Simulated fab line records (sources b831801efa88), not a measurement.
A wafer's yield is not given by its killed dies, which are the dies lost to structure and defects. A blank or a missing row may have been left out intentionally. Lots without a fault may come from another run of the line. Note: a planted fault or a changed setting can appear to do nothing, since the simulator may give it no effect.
Matching of chambers :: flow gf180mcu :: pecvd-03 running GF_V3_CVD_02: 3 sister chambers
The step deposits SiO2 from TEOS, target thk 850 nm, time 94.851 s. 6 wafers are shown with their chamber, then 8 later ones without.

== EACH WAFER AND ITS CHAMBER ==
wafer: L975.6
chamber: 2
heater power w (W): 580
heater power outer w (W): 294

wafer: L976.3
chamber: 0
heater power w (W): 575
heater power outer w (W): 324

wafer: L980.1
chamber: 2
heater power w (W): 566
heater power outer w (W): 294

wafer: L980.2
chamber: 0
heater power w (W): 488
heater power outer w (W): 279

wafer: L980.3
chamber: 1
heater power w (W): 434
heater power outer w (W): 229

wafer: L985.2
chamber: 1
heater power w (W): 446
heater power outer w (W): 234

== WAFERS MISSING THEIR CHAMBER ==
wafer: L985.3
heater power w (W): 450
heater power outer w (W): 249

wafer: L985.6
heater power w (W): 491
heater power outer w (W): 289

wafer: L988.1
heater power w (W): 619
heater power outer w (W): 343

wafer: L988.2
heater power w (W): 527
heater power outer w (W): 311

wafer: L988.5
heater power w (W): 574
heater power outer w (W): 287

wafer: L994.2
heater power w (W): 476
heater power outer w (W): 263

wafer: L994.3
heater power w (W): 451
heater power outer w (W): 245

wafer: L994.4
heater power w (W): 498
heater power outer w (W): 278

== EACH ONE'S CHAMBER ==
wafer: L985.3
from the rows above: 1
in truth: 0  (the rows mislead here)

wafer: L985.6
from the rows above: can't be placed: 0 or 2
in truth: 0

wafer: L988.1
from the rows above: can't be placed: 2 or 0
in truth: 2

wafer: L988.2
from the rows above: can't be placed: 0 or 2
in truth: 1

wafer: L988.5
from the rows above: can't be placed: 2 or 0
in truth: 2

wafer: L994.2
from the rows above: can't be placed: 1 or 0 or 2
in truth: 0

wafer: L994.3
from the rows above: 1
in truth: 1

wafer: L994.4
from the rows above: can't be placed: 0 or 2 or 1
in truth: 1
Placed correctly: 1 of 8. From these rows, 6 cannot be placed; in 5 the true chamber is one of the candidates. 1 placed wrongly.
How it was worked out, from the rows above alone: a wafer's distance from a chamber is the root of the sum, over the readings, of the square of ((its reading less the chamber's mean) divided by the reading's scatter). If the next closest chamber is less than 2 further off than the closest, the wafer can't be placed; otherwise it belongs to the closest. A chamber's mean is the mean of its shown wafers. The scatter is the square root of a quotient: the sum, over the shown wafers, of each reading's squared deviation from its chamber's mean, divided by wafers minus chambers.
